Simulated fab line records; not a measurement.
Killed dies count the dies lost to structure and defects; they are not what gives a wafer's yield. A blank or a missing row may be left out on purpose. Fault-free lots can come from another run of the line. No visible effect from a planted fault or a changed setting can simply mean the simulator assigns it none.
Split-lot trial ; flow sfq line ; 23 wafers read across 5 lots, on a route 325 steps long

THE SPLIT
At SFQ_TRILAYER_M2_DEP_SPUTTER_055 (material Nb, target thk 200 nm, time 133.3 s), the setting time s was moved away from the recipe's 133.3 s on 7 of the 23 wafers read, by -11.6% to +5.3%. This setting was run at the recipe's value on the other wafers.

FROM SPLIT TO READING: 1 step shown by the file between the two
- SFQ_M2_RS_MEAS_914: measures by four-point-probe

THE READING
oes product au, in a.u., at SFQ_TRILAYER_M2_ETCH_METAL_ETCH_060 (etches Nb in Cl2/Ar, stops on SiO2, target depth 240 nm, time 120 s). Fault-free wafers of this fab line usually give 0.895 a.u., standard deviation 0.0058 a.u.

wafer;tool, chamber at the split;time s as run, s;against the recipe;oes product au, a.u.;against lot-mates on the recipe
L076.1;pvd sputter-03, -;117.9;-11.6%;0.837;-0.053
L076.2;pvd sputter-03, -;133.3;recipe;0.896;-
L076.3;pvd sputter-03, -;133.3;recipe;0.891;-
L076.4;pvd sputter-03, -;133.3;recipe;0.882;-
L076.6;pvd sputter-03, -;117.9;-11.6%;0.839;-0.051
L078.1;pvd sputter-06, -;133.3;recipe;0.899;-
L078.2;pvd sputter-06, -;133.3;recipe;0.895;-
L078.4;pvd sputter-06, -;140.3;+5.3%;0.918;+0.023
L078.5;pvd sputter-06, -;140.3;+5.3%;0.927;+0.032
L078.6;pvd sputter-06, -;133.3;recipe;0.891;-
L079.2;pvd sputter-04, -;133.3;recipe;0.898;-
L079.3;pvd sputter-04, -;133.3;recipe;0.893;-
L079.5;pvd sputter-04, -;133.3;recipe;0.904;-
L080.1;pvd sputter-03, -;133.3;recipe;0.896;-
L080.3;pvd sputter-03, -;133.3;recipe;0.899;-
L080.4;pvd sputter-03, -;133.3;recipe;0.897;-
L080.5;pvd sputter-03, -;133.3;recipe;0.895;-
L080.6;pvd sputter-03, -;133.3;recipe;0.892;-
L081.1;pvd sputter-04, -;121.8;-8.6%;0.857;-0.038
L081.2;pvd sputter-04, -;133.3;recipe;0.889;-
L081.4;pvd sputter-04, -;133.3;recipe;0.901;-
L081.5;pvd sputter-04, -;121.8;-8.6%;0.856;-0.039
L081.6;pvd sputter-04, -;121.8;-8.6%;0.855;-0.040

THE FIT
A straight line over all 23 wafers: oes product au changes by +0.00482 a.u. for each +1% of time s; r = +0.98; the points scatter about the line by 0.0048 a.u.
The same after taking each lot's own level away (the mean of its wafers on the recipe; 23 wafers): +0.00461 a.u. for each +1%; r = +0.98; scatter 0.0041 a.u.
According to that fit, moving time s by its largest amount changes the reading by 0.053 a.u.
From 0.8897 to 0.8983 a.u.: that is the span of the lots' own levels, equal to 1.5 times the standard deviation above.
Consequently the slope shifts little with the lot-to-lot level, the two slopes agreeing.
Check: -0.0527 a.u. against its lot-mates is what the line predicts for one of the wafers moved furthest among these (-11.6%) when that wafer is left out of the fit. Against them it came out at -0.0527 a.u.

THE OTHER SPLITS THESE WAFERS WENT THROUGH
Before the reading, these wafers also passed through other splits. Each is held against what the fit with the lots' levels taken away leaves over:
other split on the same wafers;wafers away from the commonest value;r with oes product au (lot level and that fit taken away)
SFQ_TRILAYER_I1_DEP_PECVD_045 time s;10;-0.14
SFQ_TRILAYER_I1_VIA_LITHO_COAT_049 resist thk nm;10;+0.29
SFQ_TRILAYER_I1_VIA_BARC_OPEN_VIA_ETCH_071 time s;10;-0.28

THE WHOLE CHAIN: every reading that the file lists as answering this split, in the file's order
step;what it does;reading;change (the file's fit);r (the file's)
SFQ_TRILAYER_M2_DEP_SPUTTER_055;material Nb, target thk 200 nm, time 133.3 s;Nb_of_TRILAYER_M2_DEP_SPUTTER_055.thk nm (the simulator's own value, which no gauge read);+1.96 nm for each +1% of the setting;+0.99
SFQ_M2_RS_MEAS_914;measures by four-point-probe;M2_NB_RS;-0.00962 for each +1% of the setting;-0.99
SFQ_TRILAYER_M2_ETCH_METAL_ETCH_060;etches Nb in Cl2/Ar, stops on SiO2, target depth 240 nm, time 120 s;oes product au;+0.00455 a.u. for each +1% of the setting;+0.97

FILE'S OWN FIT
oes product au changes by +0.00455 a.u. for each +1% of time s, r = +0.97.
